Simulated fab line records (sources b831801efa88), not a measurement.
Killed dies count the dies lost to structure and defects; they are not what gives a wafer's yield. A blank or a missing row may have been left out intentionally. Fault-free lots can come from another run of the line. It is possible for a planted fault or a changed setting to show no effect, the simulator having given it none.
A sampling plan put to the test    flow gf180mcu    each of the 5 faults these records tell of, on one fab line, judged from the records of the lots it struck
The plan is the line's own looks: the steps of the route at which a gauge or an inspection reads the wafer and doesn't change it. A look can be judged if struck wafers have a number there and the file gives its usual mean and standard deviation on fault-free wafers. Caught: a look later than the fault's first step finds the struck wafers' mean 4 or more of those standard deviations (sigma) from the usual mean. On the tool: the fault's steps, tested the same way using the tool's own readings. It also counts as caught if the struck wafers ran another recipe or if their record alone is blank.

THE FAULTS, as the simulator had put them in
1. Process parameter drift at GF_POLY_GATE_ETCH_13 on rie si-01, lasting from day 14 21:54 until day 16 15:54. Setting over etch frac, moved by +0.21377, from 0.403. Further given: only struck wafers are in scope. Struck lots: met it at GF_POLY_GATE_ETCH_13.
2. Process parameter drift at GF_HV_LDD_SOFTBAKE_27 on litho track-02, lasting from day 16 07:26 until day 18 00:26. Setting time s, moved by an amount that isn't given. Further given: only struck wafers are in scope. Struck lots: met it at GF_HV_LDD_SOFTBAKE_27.
3. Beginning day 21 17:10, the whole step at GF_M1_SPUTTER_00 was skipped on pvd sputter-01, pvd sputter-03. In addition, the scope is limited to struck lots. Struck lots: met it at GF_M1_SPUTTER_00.
4. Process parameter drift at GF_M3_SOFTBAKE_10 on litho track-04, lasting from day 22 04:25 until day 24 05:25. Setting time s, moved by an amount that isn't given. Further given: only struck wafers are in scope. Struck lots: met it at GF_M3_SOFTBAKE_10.
5. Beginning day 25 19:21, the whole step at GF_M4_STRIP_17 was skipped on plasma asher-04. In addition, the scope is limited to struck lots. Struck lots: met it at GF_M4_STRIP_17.

WHAT THE PLAN SAW
fault  on the tool itself                                first look that catches it                    reading, sigma  median hours from its first step to that look  hours from the fault's start to the first struck lot there  judged looks passed uncaught
1      oes product au -8.5 sigma                         not the one look that can be judged after it  -               -                                              -                                                           1
2      run length s +18 sigma                            not the one look that can be judged after it  -               -                                              -                                                           1
3      the tool's record is blank for the struck wafers  no look after it can be judged                -               -                                              -                                                           0
4      run length s -27 sigma                            no look after it can be judged                -               -                                              -                                                           0
5      the tool's record is blank for the struck wafers  not the one look that can be judged after it  -               -                                              -                                                           1
A dash: the fault isn't caught, or these records don't give the number.

Caught at a look: 0 of 5. Caught on the tool: 5 of 5. By one or the other: 5 of 5.
Faults caught by the tool alone: 1, 2, 3, 4, 5.
